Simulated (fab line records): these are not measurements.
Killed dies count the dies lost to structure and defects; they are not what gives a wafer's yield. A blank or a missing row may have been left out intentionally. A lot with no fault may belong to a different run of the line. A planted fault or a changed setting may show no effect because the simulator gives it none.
Check for tools in common + flow sky130 + 30 wafers sampled across 10 lots

== WHY IT WAS OPENED ==
SKY_VIA3_RS_MEAS_22, reading VIA3_W_RS: flagged on 2 of 10 lots. Wafers without a fault read 0.294 ohm/sq, standard deviation 0.0034.
Rule: a lot is flagged when every wafer of it that has a number lies more than 4 standard deviations from that mean, or none has a number. All remaining lots are regarded as sound.

| lot  | measured     | on            | VIA3_W_RS (ohm/sq), wafer by wafer | flag    |
|------|--------------|---------------|------------------------------------|---------|
| L226 | day 40 08:04 | film_metro-01 | 0.292 0.291 0.291                  |         |
| L227 | day 40 09:18 | film_metro-02 | 0.295 0.295 0.293                  |         |
| L230 | day 41 08:01 | film_metro-01 | 0.296 0.295 0.297                  |         |
| L235 | day 42 18:20 | film_metro-02 | 0.398 0.396 0.398                  | FLAGGED |
| L237 | day 43 07:59 | film_metro-01 | 0.396 0.394 0.395                  | FLAGGED |
| L236 | day 43 09:17 | film_metro-03 | 0.295 0.299 0.298                  |         |
| L240 | day 44 01:56 | film_metro-03 | 0.296 0.294 0.297                  |         |
| L241 | day 44 07:10 | film_metro-02 | 0.294 0.297 0.291                  |         |
| L247 | day 45 15:58 | film_metro-02 | 0.296 0.297 0.294                  |         |
| L248 | day 45 23:14 | film_metro-02 | 0.286 0.284 0.286                  |         |
The numbers of the flagged lots are 0.396 ohm/sq on average: +0.102 ohm/sq against the usual, or +30 standard deviations.

== TOOL THAT RAN EACH LOT ==
2 process steps preceding the reading are held in the record, out of 708 steps in the route. Cell contents, in order: the tool; ch with the chambers the sampled wafers went through; the start.
| lot  | flag    | SKY_VIA3_STRIP_16                    | SKY_VIA3_CVD_21               |
|------|---------|--------------------------------------|-------------------------------|
| L226 |         | plasma_asher-02 ch 0,1, day 40 07:17 | cvd_w-01 ch 0,1, day 40 07:57 |
| L227 |         | plasma_asher-02 ch 0,1, day 40 08:32 | cvd_w-01 ch 0,1, day 40 09:11 |
| L230 |         | plasma_asher-03 ch 1, day 41 07:14   | cvd_w-01 ch 0,1, day 41 07:53 |
| L235 | FLAGGED | plasma_asher-03 ch 0,1, day 42 17:32 | cvd_w-01 ch 0,1, day 42 18:13 |
| L237 | FLAGGED | plasma_asher-01 ch 0, day 43 07:11   | cvd_w-01 ch 0,1, day 43 07:50 |
| L236 |         | plasma_asher-02 ch 0,1, day 43 08:26 | cvd_w-02 ch 0,1, day 43 09:08 |
| L240 |         | plasma_asher-01 ch 0,1, day 44 01:08 | cvd_w-02 ch 0,1, day 44 01:47 |
| L241 |         | plasma_asher-02 ch 0,1, day 44 06:17 | cvd_w-02 ch 0,1, day 44 07:02 |
| L247 |         | plasma_asher-02 ch 0,1, day 45 15:08 | cvd_w-02 ch 0,1, day 45 15:49 |
| L248 |         | plasma_asher-03 ch 0,1, day 45 22:26 | cvd_w-01 ch 0,1, day 45 23:05 |
What the steps here do:
- SKY_VIA3_STRIP_16: strips in O2/N2.
- SKY_VIA3_CVD_21: deposits W, target thk 390 nm, time 117.31 s.
- SKY_VIA3_RS_MEAS_22: measures by four-point-probe.

== FLAGGED OVER TOTAL, TOOL BY TOOL (the gauges that took the reading come last) ==
| step                | tool            | lots run | flagged | share of the flagged lots | sound lots run after its first flagged lot |
|---------------------|-----------------|----------|---------|---------------------------|--------------------------------------------|
| SKY_VIA3_STRIP_16   | plasma_asher-01 | 2        | 1       | some                      | 1 (L240)                                   |
| SKY_VIA3_STRIP_16   | plasma_asher-02 | 5        | 0       | none                      | -                                          |
| SKY_VIA3_STRIP_16   | plasma_asher-03 | 3        | 1       | some                      | 1 (L248)                                   |
| SKY_VIA3_CVD_21     | cvd_w-01        | 6        | 2       | all                       | 1 (L248)                                   |
| SKY_VIA3_CVD_21     | cvd_w-02        | 4        | 0       | none                      | -                                          |
| SKY_VIA3_RS_MEAS_22 | film_metro-01   | 3        | 1       | some                      | 0                                          |
| SKY_VIA3_RS_MEAS_22 | film_metro-02   | 5        | 1       | some                      | 3 (L241,L247,L248)                         |
| SKY_VIA3_RS_MEAS_22 | film_metro-03   | 2        | 0       | none                      | -                                          |

== WHAT THE TABLE PERMITS ==
1 row of the table ran every flagged lot: cvd_w-01 at SKY_VIA3_CVD_21.
- cvd_w-01 at SKY_VIA3_CVD_21: 2 of its 6 lots flagged. Sound lots ran on it after the first flagged one (L248), which a lasting fault on the whole tool wouldn't allow. Its own readings lie more than 4 standard deviations out on every wafer of the flagged lots: chamber_pressure_Torr.
None of the table's rows ran every flagged lot and, after the first, no sound lot.

== WHAT THE SIMULATOR HAD PUT IN ==
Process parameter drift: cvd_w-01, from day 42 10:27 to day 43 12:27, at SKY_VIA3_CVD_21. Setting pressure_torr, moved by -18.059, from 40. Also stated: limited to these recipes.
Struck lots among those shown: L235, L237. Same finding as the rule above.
